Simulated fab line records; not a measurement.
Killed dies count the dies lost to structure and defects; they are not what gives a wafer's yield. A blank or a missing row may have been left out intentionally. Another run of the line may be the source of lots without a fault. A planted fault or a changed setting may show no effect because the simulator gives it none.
A struck lot beside a sound one :: flow gf180mcu :: 19 steps out of a route of 602
Sound: wafers L556.1, L556.3, L556.6. Wafers L547.1, L547.4, L547.6 were the ones struck. At the end, the cause is stated.
Each step with rows lists, per side, the tool, then ch with its chambers, then its first start. Under that, the readings that differ: sound wafers :: struck wafers :: difference of the means :: sigmas: that difference in standard deviations of wafers without a fault.
alike: same words and numbers on both sides, and readings whose means sit less than 2 such deviations apart. not compared: any withheld reading, any reading some wafer has no value for, any bound like >300 that may hide the same value, and any number with overlapping values for which the record gives no deviation.
A row with sigmas, a row that says differs or no value, or rows on one side alone: a step with any of these is where the two part. Non-overlapping numbers with no deviation appear without sigmas and do not part them. A reading that every wafer of one side lacks parts them only if that side has two wafers or more.

first, 1 step without rows for these wafers: GF_V1_CMP_26 (polishes, stops on SiO2, t overpolish 15 s, target thk 0 nm).
GF_M2_SPUTTER_00: material Ti, target thk 37.5 nm, time 150 s.
  sound: pvdSputter-03 at day 23 11:47; struck: pvdSputter-02 at day 20 02:08
  alike: throttleValvePct
GF_M2_SPUTTER_01: material TiN, target thk 30 nm, time 25 s.
  sound: pvdSputter-03 at day 23 11:53; struck: pvdSputter-02 at day 20 02:14
  alike: throttleValvePct
then, 1 step without rows for these wafers: GF_M2_SPUTTER_02 (material AlCu, target thk 450 nm, time 23.9 s).
GF_M2_SPUTTER_03: material Ti, target thk 10 nm, time 6.7 s.
  sound: pvdSputter-03 at day 23 11:57; struck: pvdSputter-02 at day 20 02:18
  alike: throttleValvePct
GF_M2_SPUTTER_04: material TiN, target thk 50 nm, time 41.7 s.
  sound: pvdSputter-03 at day 23 11:58; struck: pvdSputter-02 at day 20 02:20
  alike: throttleValvePct
GF_M2_RS_MEAS_05: measurement is done with a four-point probe.
  sound: filmMetro-02 at day 23 12:01; struck: filmMetro-03 at day 20 02:22
  alike: M2_ALCU_RS
GF_M2_THK_MEAS_06: measures by xrf.
  sound: filmMetro-02 at day 23 12:08; struck: filmMetro-03 at day 20 02:29
  alike: M2_ALCU_THK
then, 4 steps without rows for these wafers: GF_M2_DEHYDRATE_07 (time 60 s); GF_M2_HMDS_08 (prime time 60 s); GF_M2_COAT_09 (resist thk 1000 nm); GF_M2_SOFTBAKE_10 (time 60 s).
GF_M2_EXPOSE_11: exposes mask Metal2, target cd 280 nm.
  sound on krfScanner-01 ch 0, day 23 23:22; struck on krfScanner-02 ch 0, day 20 14:38
  alike: mask
then, 2 steps without rows for these wafers: GF_M2_PEB_12 (peb time 90 s); GF_M2_DEVELOP_13 (develop time 60 s).
GF_M2_CD_MEAS_14: the cd target is 280 nm.
  sound: cdSem-02 at day 24 10:32; struck: cdSem-01 at day 21 02:34
reading: cdNm (nm)
sound: 280.2 280.8 279.8
struck: 244.2 204.1 240.5
difference: -50.7
sigmas: -34
  not compared: hold
GF_M2_OVL_MEAS_15:
  sound: overlay-01 at day 24 10:39; struck: overlay-01 at day 21 11:29
reading: hold
sound: - - -
struck: awaitDispo/8.7h/release awaitDispo/8.7h/release awaitDispo/8.7h/release
difference: no value on the sound wafers
sigmas: 

reading: M2_OVL (nm)
sound: -7 -9 -9
struck: 6 0 0
difference: +10
sigmas: +2
GF_M2_METAL_ETCH_16: etches the open film in Cl2/BCl3, stops on SiO2, target depth 627.5 nm, time 104.6 s.
  sound on rieMetal-01 ch 0, day 24 10:41; struck on rieMetal-03 ch 0,1, day 21 11:31
reading: model.M2.cdNm (nm)
sound: 273.3 272.6 273.4
struck: 248.8 201.4 242.6
difference: -42.2
sigmas: 
  alike: drypumpMotorCurrentA, oesProductAu, rfFwdPowerW, throttleValvePct
  not compared: rfHoursCounterH
GF_M2_STRIP_17: strips in O2/N2.
  sound on plasmaAsher-01 ch 1, day 24 10:48; struck on plasmaAsher-04 ch 0,1, day 21 11:38
  alike: drypumpMotorCurrentA, heaterPowerW, oesProductAu, stripTimeToEndpointS
  not compared: rfHoursCounterH

WHERE THEY PART
Last at GF_M2_OVL_MEAS_15 as far as this record goes, first at GF_M2_CD_MEAS_14. Later steps at which nothing parts them and some readings are alike: GF_M2_METAL_ETCH_16, GF_M2_STRIP_17.

WHY: whatever the simulator had introduced
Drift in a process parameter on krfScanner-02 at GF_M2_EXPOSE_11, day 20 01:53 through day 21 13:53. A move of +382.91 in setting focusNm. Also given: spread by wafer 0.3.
